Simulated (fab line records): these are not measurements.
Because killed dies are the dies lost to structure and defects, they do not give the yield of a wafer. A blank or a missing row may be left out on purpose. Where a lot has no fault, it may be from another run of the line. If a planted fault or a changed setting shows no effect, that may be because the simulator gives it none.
Problem report, 8D (eight disciplines) form, completed by code | flow gf180mcu | the parts of the form that need people (team, actions taken, sign-off) are left out

== 1. WHAT IS WRONG ==
At GF_M5_ETCH_09, oes-product-au averages 1.351 a.u. over 2 wafers from 2 lots, while fault-free wafers read 1.002 a.u., standard deviation 0.01. Relative to the usual mean, that is a shift of +35 standard deviations.
The step: etches Si3N4 in CF4/O2, target depth 52 nm, time 11.6 s.
The first sign was on wafer L355.4 at day 28 16:35, on rie-diel-01. The record holds 34 wafers of 12 lots with a number at this step. By rule, "out" or "out of limits" means more than 4 standard deviations away from the usual mean. The rest of the wafers with a number are treated as sound.

== 2. WHAT IT IS, AND WHAT IT ISN'T ==
question                    | is                                 | is not
which readings at this step | oes-product-au, throttle-valve-pct | cf4-flow-sccm, drypump-motor-current-A
which lots                  | L355, L357                         | L348, L351, L363, L364, L365, L366, L368, L369, L370, L371
which wafers of those lots  | L355.4, L357.4                     | L355.1, L357.6
read on which tools         | rie-diel-01                        | rie-diel-03, rie-diel-04
when                        | from day 28 16:35                  | up to then (7 sound wafers); but 25 sound wafers of L357, L363, L364, L365, L366, L368, L369, L370, L371 came after

== 3. SUSPECTS, AND WHAT RULES EACH OUT ==
Counting: a tool at a process step up to the reading stays a suspect if it ran every lot that is out. Sound lots after the first of them don't rule it out here, since some wafers of a struck lot are sound.
- pecvd-04 at GF_V4_CVD_02 (deposits SiO2 from TEOS, target thk 850 nm, time 94.851 s): kept. Ran every lot that is out, first one L355 (day 25 23:16); last sound lot up to then L351 (day 24 09:32).
- rie-diel-01 at GF_M5_ETCH_09 (etches Si3N4 in CF4/O2, target depth 52 nm, time 11.6 s): kept. Ran every lot that is out, first one L355 (day 28 16:35); last sound lot up to then L351 (day 27 02:38). Out on those wafers are its own readings of oes-product-au, throttle-valve-pct.
- Within rie-diel-01 at GF_M5_ETCH_09: the wafers that are out ran in chambers 0, 3; their sound lot-mates ran in chamber 1.
After counting, pecvd-04 at GF_V4_CVD_02 and rie-diel-01 at GF_M5_ETCH_09 remain.

== 4. THE CAUSE (what the simulator had put in) ==
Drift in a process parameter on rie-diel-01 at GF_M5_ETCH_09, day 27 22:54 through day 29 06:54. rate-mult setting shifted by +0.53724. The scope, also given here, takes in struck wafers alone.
2 suspects survive the count, and this tool is in that group.

== 5. THE EFFECT CHAIN, in route order ==
Rows list readings where the struck wafers' mean (over those with a number) sits beyond 3 standard deviations from the usual. Scope: only readings with a usual standard deviation given in the record; hours: median across lots of the time from each lot's start at the first step in this table that gives one to its start at this step; sigmas: change in usual standard deviations.
hours | step           | reading                  | usual      | on struck wafers | change | sigmas
0     | GF_M5_ETCH_09  | oes-product-au           | 1.002 a.u. | 1.351            | +0.349 | +35
0     | GF_M5_ETCH_09  | throttle-valve-pct       | 5.970 %    | 6.069            | +0.099 | +10
0     | GF_M5_STRIP_11 | strip-time-to-endpoint-s | 7.04 s     | 6.84             | -0.20  | -3.7
Here are the process steps it includes:
- GF_M5_ETCH_09: etches Si3N4 in CF4/O2, target depth 52 nm, time 11.6 s.
- GF_M5_STRIP_11: strips in O2/N2.
At these later measuring or inspecting steps, every struck wafer for which the step has a row has a number for every such reading, and none has moved that far: GF_V5_BOW_MEAS_05.

== 6. WHAT WOULD HAVE CAUGHT IT SOONER ==
In this record the first reading out of limits was taken at day 28 16:35, 18 hours after the fault began at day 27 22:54.
